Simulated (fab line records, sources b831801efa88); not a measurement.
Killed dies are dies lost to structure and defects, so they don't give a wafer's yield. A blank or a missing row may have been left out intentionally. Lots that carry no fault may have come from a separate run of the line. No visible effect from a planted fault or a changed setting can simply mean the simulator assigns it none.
Matching of chambers + flow sky130 + SKY_PASSIVATION_CVD_02 on pecvd-02 has 3 sister chambers
The step deposits Si3N4, target thk 540 nm. 16 wafers are shown with their chamber, then 8 later ones without.

WAFERS WITH THEIR CHAMBER
| wafer  | chamber | heater power w (W) | susceptor temp C (C) |
|--------|---------|--------------------|----------------------|
| L630.1 | 0       | 1012               | 400.23               |
| L630.4 | 2       | 707                | 399.97               |
| L630.5 | 0       | 1009               | 399.98               |
| L634.2 | 0       | 924                | 399.85               |
| L634.5 | 0       | 952                | 400.16               |
| L634.6 | 1       | 699                | 400.26               |
| L636.3 | 0       | 986                | 400.10               |
| L636.4 | 1       | 663                | 400.33               |
| L636.6 | 2       | 690                | 399.73               |
| L638.4 | 2       | 557                | 400.27               |
| L638.5 | 0       | 971                | 399.95               |
| L638.6 | 1       | 595                | 399.87               |
| L643.1 | 2       | 615                | 400.13               |
| L643.3 | 0       | 976                | 399.89               |
| L643.5 | 2       | 643                | 400.28               |
| L644.4 | 2       | 700                | 400.00               |

SIGNATURES (means of the wafers above)
| reading          | chamber 0 | chamber 1 | chamber 2 | scatter within a chamber |
|------------------|-----------|-----------|-----------|--------------------------|
| heater power w   | 975.71    | 652.33    | 652.00    | 46.9                     |
| susceptor temp C | 400.0229  | 400.1533  | 400.0633  | 0.189                    |
Rule: for each reading, subtract the chamber's mean from the wafer's reading, divide by that reading's scatter and square the result; add these up over the readings and take the root, which gives the wafer's distance from the chamber. If the next closest chamber is less than 2 further off than the closest, the wafer can't be placed; otherwise it belongs to the closest. The scatter: take each reading less its chamber's mean, square it, sum over the shown wafers, divide by the number of wafers less the number of chambers, and take the root.

WAFERS MISSING THEIR CHAMBER
| wafer  | heater power w (W) | susceptor temp C (C) |
|--------|--------------------|----------------------|
| L644.5 | 686                | 400.03               |
| L644.6 | 998                | 399.75               |
| L645.1 | 680                | 399.99               |
| L645.3 | 922                | 399.96               |
| L645.6 | 970                | 400.18               |
| L648.1 | 957                | 400.00               |
| L648.2 | 705                | 399.79               |
| L648.3 | 593                | 400.10               |

THE CHAMBER EACH PASSED THROUGH
| wafer  | from the rows above     | in truth |
|--------|-------------------------|----------|
| L644.5 | can't be placed: 2 or 1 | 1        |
| L644.6 | 0                       | 0        |
| L645.1 | can't be placed: 2 or 1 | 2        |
| L645.3 | 0                       | 0        |
| L645.6 | 0                       | 0        |
| L648.1 | 0                       | 0        |
| L648.2 | can't be placed: 2 or 1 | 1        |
| L648.3 | can't be placed: 2 or 1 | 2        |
4 of 8 placed correctly. These rows do not allow placing 4 (true chamber among the candidates in 4). Placed wrongly: 0.
